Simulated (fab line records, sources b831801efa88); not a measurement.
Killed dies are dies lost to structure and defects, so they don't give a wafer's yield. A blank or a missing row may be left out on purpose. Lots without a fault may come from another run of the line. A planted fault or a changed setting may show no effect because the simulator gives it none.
fab line records | flow sky130
record lots=12 wafers=36 last_day=50
route steps=708 shown LOCAL_INTERCONNECT@389 CONTACT@409 METAL1@437 PAD_OPEN@708
lots that met no fault: from a run of the same line without faults
start_h: hours from the record's first day to the start of the lot's first wafer shown | wait_h: hours since the lot's step before | " the same as in the row above | L1.1+2: a row that stands for several wafers | - no value, or no start given | * or withheld: withheld | < > ~ a bound
route shown NAME@n: a module of which the file shows steps, and the number in the route of the first | usual: mean/standard deviation of fault-free wafers | same: alike in all rows | chamber/n: place in a boat | sites: the reading at each site | _std_site: their standard deviation | _edge_site: outer sites' mean less inner sites' | radius_mm: how far each site lies from the wafer's centre | mask NAME#n: copy n | behind: the tool/chamber that last shaped the wafer | hold: why the lot was held/for how many hours/how that ended | device: the transistor (n, p or np) that didn't switch | end of line: the same wafers' tests at the end of the route | a step without rows: its recipe alone | killed: dies lost to structure and defects at the first sort, not the wafer's yield | map: a wafer's dies, x killed, . not, _ none there
set.NAME: the setting as run; set.NAME@STEP: as run at that earlier step | model.NAME: the simulator's own value behind a step, which no gauge read
steps of the route over a sample of lots; a table a step, a row a wafer
services: from which hour (start_h, from the record's first day; less than 0 if before it) a tool's chamber was out of use, for how many hours, and why
## steps
# step SKY_LOCAL_INTERCONNECT_THK_MEAS_02
# recipe thk_meas_gauge=xrf reads=TiN_of_LOCAL_INTERCONNECT_SPUTTER_00
# usual LOCAL_INTERCONNECT_TIN_THK=97.7/1
# columns lot.wafer tool chamber start_h wait_h LOCAL_INTERCONNECT_TIN_THK[nm]
L460.2 film_metro-02 - 685.39 0.1 97.3
L460.4 " - " " 96.1
L460.6 " - " " 97.8
L461.1 film_metro-03 - 687.13 0.1 98.1
L461.2 " - " " 97.5
L461.4 " - " " 98.1
L467.2 film_metro-03 - 734.48 0.1 95.9
L467.4 " - " " 97.0
L467.6 " - " " 97.5
L468.1 film_metro-02 - 743.51 0.1 97.3
L468.4 " - " " 96.6
L468.6 " - " " 95.8
L469.4 film_metro-01 - 755.71 0.1 96.3
L469.5 " - " " 95.3
L469.6 " - " " 96.3
L475.2 film_metro-03 - 807.97 0.1 98.0
L475.3 " - " " 96.7
L475.4 " - " " 97.1
L477.2 film_metro-02 - 810.47 0.1 98.3
L477.3 " - " " 98.9
L477.6 " - " " 99.0
L478.1 film_metro-01 - 812.21 0.1 99.4
L478.3 " - " " 100.0
L478.4 " - " " 100.9
L479.2 film_metro-01 - 814.32 0.1 98.5
L479.5 " - " " 98.3
L479.6 " - " " 97.5
L480.1 film_metro-01 - 825.41 0.1 98.3
L480.4 " - " " 97.5
L480.6 " - " " 99.1
L481.1 film_metro-01 - 838.33 0.1 98.1
L481.2 " - " " 98.6
L481.5 " - " " 98.2
L483.2 film_metro-03 - 851.49 0.1 97.4
L483.4 " - " " 97.5
L483.6 " - " " 98.1
# step SKY_CONTACT_THK_MEAS_03
# recipe reads=SiO2_of_CONTACT_HDPCVD_02
# usual CONTACT_HDPCVD_THK=562/5.5
# columns lot.wafer tool chamber start_h wait_h CONTACT_HDPCVD_THK[nm]
L460.2 film_metro-01 - 714.84 0.0 567
L460.4 " - " " 561
L460.6 " - " " 560
L461.1 film_metro-01 - 716.33 0.0 560
L461.2 " - " " 553
L461.4 " - " " 557
L467.2 film_metro-02 - 762.25 0.0 557
L467.4 " - " " 552
L467.6 " - " " 545
L468.1 film_metro-01 - 771.15 0.0 567
L468.4 " - " " 569
L468.6 " - " " 574
L469.4 film_metro-04 - 784.46 0.0 560
L469.5 " - " " 563
L469.6 " - " " 557
L475.2 film_metro-02 - 835.38 0.0 563
L475.3 " - " " 565
L475.4 " - " " 559
L477.2 film_metro-01 - 837.82 0.0 550
L477.3 " - " " 555
L477.6 " - " " 554
L478.1 film_metro-01 - 838.64 0.1 564
L478.3 " - " " 555
L478.4 " - " " 565
L479.2 film_metro-01 - 841.54 0.0 563
L479.5 " - " " 560
L479.6 " - " " 559
L480.1 film_metro-04 - 852.24 0.0 573
L480.4 " - " " 561
L480.6 " - " " 567
L481.1 film_metro-01 - 865.25 0.0 561
L481.2 " - " " 558
L481.5 " - " " 566
L483.2 film_metro-02 - 878.51 0.0 563
L483.4 " - " " 564
L483.6 " - " " 562
# step SKY_CONTACT_ETCH_16
# recipe chemistry=N2/H2 target=BARC ion_energy_ev=200 source_w=500 bias_w=100 pressure_mtorr=30 n2_flow_sccm=100 h2_flow_sccm=200 stop_on=SiO2 time_s=45.9 target_depth_a=600
# usual bias_w=100.03/0.29 drypump_motor_current_A=5.6/0.49 oes_product_au=0.854/0.0049 throttle_valve_pct=13.223/0.0094
# columns lot.wafer tool chamber start_h wait_h bias_w drypump_motor_current_A oes_product_au rf_hours_counter_h throttle_valve_pct
L460.2 rie_diel-01 3 742.51 0.0 100.09 6.0 0.856 12 13.227
L460.4 " 1 " " 100.08 5.7 0.860 5 13.217
L460.6 " 3 " " 100.05 6.1 0.854 - 13.233
L461.1 rie_diel-04 2 743.63 0.0 100.14 6.3 0.854 5 13.220
L461.2 " 3 " " 99.79 5.9 0.856 16 13.227
L461.4 " 3 " " 100.22 5.9 0.853 - 13.240
L467.2 rie_diel-03 3 788.76 0.0 100.15 5.8 0.846 18 13.203
L467.4 " 1 " " 100.99 5.0 0.860 3 13.203
L467.6 " 2 " " 100.12 6.0 0.853 - 13.224
L468.1 rie_diel-04 0 797.56 0.0 100.17 5.7 0.857 2 13.221
L468.4 " 0 " " 100.02 5.7 0.859 - 13.219
L468.6 " 0 " " 100.62 5.7 0.860 - 13.231
L469.4 rie_diel-04 3 811.42 0.0 100.05 5.9 0.847 19 13.211
L469.5 " 1 " " 99.66 5.1 0.851 - 13.218
L469.6 " 0 " " 100.15 5.7 0.851 - 13.235
L475.2 rie_diel-04 3 861.79 0.0 100.12 5.9 0.857 20 13.225
L475.3 " 0 " " 99.90 5.7 0.855 4 13.215
L475.4 " 1 " " 100.58 5.1 0.866 1 13.213
L477.2 rie_diel-04 1 863.87 0.0 99.81 5.1 0.856 2 13.215
L477.3 " 2 " " 99.82 6.2 0.857 9 13.234
L477.6 " 0 " " 100.41 5.8 0.848 - 13.221
L478.1 rie_diel-04 0 865.77 0.0 100.45 5.7 0.853 4 13.237
L478.3 " 1 " " 99.75 5.1 0.852 2 13.221
L478.4 " 2 " " 99.63 6.3 0.852 9 13.221
L479.2 rie_diel-04 0 868.99 0.0 99.89 5.8 0.855 5 13.228
L479.5 " 0 " " 100.23 5.8 0.849 - 13.229
L479.6 " 3 " " 99.61 5.9 0.855 - 13.223
L480.1 rie_diel-04 2 879.67 0.0 99.61 6.3 0.855 9 13.225
L480.4 " 0 " " 99.80 5.7 0.849 5 13.210
L480.6 " 1 " " 99.98 5.1 0.848 - 13.226
L481.1 rie_diel-04 1 891.39 0.0 99.62 5.1 0.858 3 13.217
L481.2 " 0 " " 100.48 5.7 0.855 5 13.234
L481.5 " 1 " " 100.00 5.1 0.853 - 13.222
L483.2 rie_diel-03 3 904.07 0.0 100.06 5.8 0.855 22 13.228
L483.4 " 2 " " 99.89 6.0 0.856 - 13.222
L483.6 " 0 " " 99.68 4.6 0.854 - 13.235
# step SKY_METAL1_SPUTTER_03
# recipe material=Ti target_thk_nm=5 power_w=3000 time_s=3.3 chamber_pressure_pa=0.4
# usual cathode_dc_power_W=3000.0/0.61 throttle_valve_pct=29.7/1.2
# columns lot.wafer tool chamber start_h wait_h cathode_dc_power_W throttle_valve_pct
L460.2 pvd_sputter-04 - 743.97 0.0 2999.8 27.4
L460.4 " - " " 3000.3 30.3
L460.6 " - " " 2999.2 29.9
L461.1 pvd_sputter-03 - 745.09 0.0 3000.6 30.5
L461.2 " - " " 2999.8 30.3
L461.4 " - " " 2999.6 30.4
L467.2 pvd_sputter-02 - 790.22 0.0 3000.9 30.4
L467.4 " - " " 3001.3 30.4
L467.6 " - " " 2999.6 27.4
L468.1 pvd_sputter-04 - 799.17 0.0 3717.5 31.1
L468.4 " - " " 3000.2 28.0
L468.6 " - " " 2999.8 30.1
L469.4 pvd_sputter-04 - 812.90 0.0 3000.0 30.2
L469.5 " - " " 3717.0 31.0
L469.6 " - " " 3000.6 30.1
L475.2 pvd_sputter-02 - 863.46 0.0 3000.5 27.5
L475.3 " - " " 3000.6 30.5
L475.4 " - " " 3000.8 30.6
L477.2 pvd_sputter-02 - 865.32 0.0 2999.9 27.6
L477.3 " - " " 3000.5 30.4
L477.6 " - " " 2999.9 27.4
L478.1 pvd_sputter-03 - 867.23 0.0 3000.4 30.8
L478.3 " - " " 3000.6 30.6
L478.4 " - " " 2997.5 30.1
L479.2 pvd_sputter-02 - 870.52 0.0 2999.2 30.8
L479.5 " - " " 2999.6 30.5
L479.6 " - " " 3000.2 27.4
L480.1 pvd_sputter-03 - 881.16 0.0 2999.9 30.2
L480.4 " - " " 2999.9 30.3
L480.6 " - " " 2999.3 30.3
L481.1 pvd_sputter-03 - 892.83 0.0 3001.0 30.3
L481.2 " - " " 3000.6 30.6
L481.5 " - " " 3000.2 29.9
L483.2 pvd_sputter-04 - 905.55 0.0 2999.7 29.9
L483.4 " - " " 2999.4 30.1
L483.6 " - " " 3000.0 27.6
# step SKY_PAD_OPEN_PROBE_99
# usual defect_limited_yield=82.7/2 killed_at_M0_to_M3=42/6.8 killed_at_M4_up=3.2/1.8 killed_at_contacts=25/5.4 killed_at_front_end=15/4.5 killed_at_other=0.3/0.56 killed_dies=85/9.7 killed_open=46/7.1 killed_short=39/6.5 sort_bin_3_pad_short=0.9/0.42 sort_bin_5_function=10.4/1.5 sort_bin_6_memory=6.1/1.1 sort_n_pass=407/9.7 sort_yield_pct=82.7/2
# same gross_dies=492 killed_at_back_side=0 sort_bin_4_leakage[%]=0 sort_bin_8_speed[%]=0
# columns lot.wafer tool chamber start_h wait_h defect_limited_yield[%] killed_at_M0_to_M3 killed_at_M4_up killed_at_contacts killed_at_front_end killed_at_other killed_dies killed_open killed_short sort_bin_3_pad_short[%] sort_bin_5_function[%] sort_bin_6_memory[%] sort_n_pass sort_yield_pct[%]
L468.1 prober-01 - 1123.48 0.1 82.1 45 3 19 21 0 88 46 42 0.8 10.4 6.7 404 82.1
L468.4 prober-01 - 1123.63 0.2 84.3 48 1 20 8 0 77 37 40 0.6 8.1 6.9 415 84.3
L468.6 prober-01 - 1123.73 0.2 82.3 33 4 23 26 1 87 39 48 0.4 10.4 6.9 405 82.3
L475.2 prober-01 - 1171.03 0.1 82.7 46 2 24 13 0 85 46 39 1.8 10.0 5.5 407 82.7
L475.3 prober-01 - 1171.08 0.2 79.5 55 1 26 19 0 101 55 46 1.2 12.2 7.1 391 79.5
L475.4 prober-01 - 1171.13 0.2 83.9 36 3 22 18 0 79 38 41 1.2 10.8 4.1 413 83.9
# killed by level:class
L468.1 VIA1:geometric_particle:open=12 VIA1:geometric_particle:short=7 LI_CONTACT:geometric_particle:open=7 VIA2:geometric_particle:open=7 FIELD_ISO:geometric_particle:open=5 FIELD_ISO:geometric_particle:short=5 CONTACT:geometric_particle:open=5 METAL1:geometric_particle:short=5
L468.4 METAL2:geometric_particle:short=11 VIA1:geometric_particle:open=9 CONTACT:geometric_particle:open=8 LI_CONTACT:geometric_particle:open=6 VIA2:geometric_particle:open=6 CONTACT:geometric_particle:short=4 METAL1:geometric_particle:short=4 VIA1:geometric_particle:short=4
L468.6 VIA1:geometric_particle:open=10 POLY_GATE:geometric_particle:short=9 LI_CONTACT:geometric_particle:open=7 VIA1:geometric_particle:short=6 LOCAL_INTERCONNECT:geometric_particle:short=5 CONTACT:geometric_particle:short=5 CONTACT:geometric_particle:open=5 POLY_GATE:geometric_particle:open=4
L475.2 VIA2:geometric_particle:open=11 METAL1:geometric_particle:short=10 LI_CONTACT:geometric_particle:open=7 VIA1:geometric_particle:open=7 CONTACT:geometric_particle:open=6 VIA3:geometric_particle:open=6 LOCAL_INTERCONNECT:geometric_particle:short=5 CONTACT:geometric_particle:short=5
L475.3 VIA1:geometric_particle:open=14 CONTACT:geometric_particle:open=8 METAL2:geometric_particle:short=7 METAL1:geometric_particle:short=7 LI_CONTACT:geometric_particle:open=6 VIA2:geometric_particle:open=6 VIA3:geometric_particle:open=6 POLY_GATE:geometric_particle:open=5
L475.4 CONTACT:geometric_particle:short=8 VIA2:geometric_particle:open=8 POLY_GATE:geometric_particle:open=6 POLY_GATE:geometric_particle:short=6 CONTACT:geometric_particle:open=6 METAL1:geometric_particle:short=5 VIA1:geometric_particle:short=5 VIA1:geometric_particle:open=5
## services
# columns tool chamber start_h hours kind
rie_diel-04 0 732.22 - clean
rie_diel-04 0 732.22 21.7 scheduled_down
rie_diel-04 0 732.22 21.7 vent_cycle
rie_diel-04 - 735.72 2.8 pm
rie_diel-01 0 744.38 8.8 repair
pvd_sputter-03 - 745.26 2.9 repair
pvd_sputter-04 - 752.80 1.0 repair
rie_diel-04 1 753.92 - clean
rie_diel-04 1 753.92 33.5 scheduled_down
rie_diel-04 1 753.92 33.5 vent_cycle
rie_diel-03 - 756.25 0.6 repair
pvd_sputter-03 - 766.32 23.6 repair
pvd_sputter-03 - 788.46 3.2 repair
rie_diel-04 1 789.75 18.6 repair
rie_diel-04 3 794.01 5.3 repair
pvd_sputter-03 - 814.06 7.5 repair
pvd_sputter-02 - 891.58 9.5 repair
rie_diel-03 1 892.73 11.7 repair
## key
first_sign step=SKY_METAL1_SPUTTER_03 reading=cathode_dc_power_W direction=up sigmas=99+ usual=3000.0 struck=3717.2
effect none on later readings
met_at SKY_METAL1_SPUTTER_03
struck_lots L468,L469
struck_wafers L468.1,L469.5
not_acting_at SKY_LOCAL_INTERCONNECT_THK_MEAS_02,SKY_CONTACT_THK_MEAS_03,SKY_CONTACT_ETCH_16
fault kind=process_parameter_drift tool=pvd_sputter-04 chamber=- onset_h=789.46 steps=SKY_METAL1_SPUTTER_03 channel=power_w offset=* shape=step end_h=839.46 acts_in=* stated=* scope=struck_wafers_only
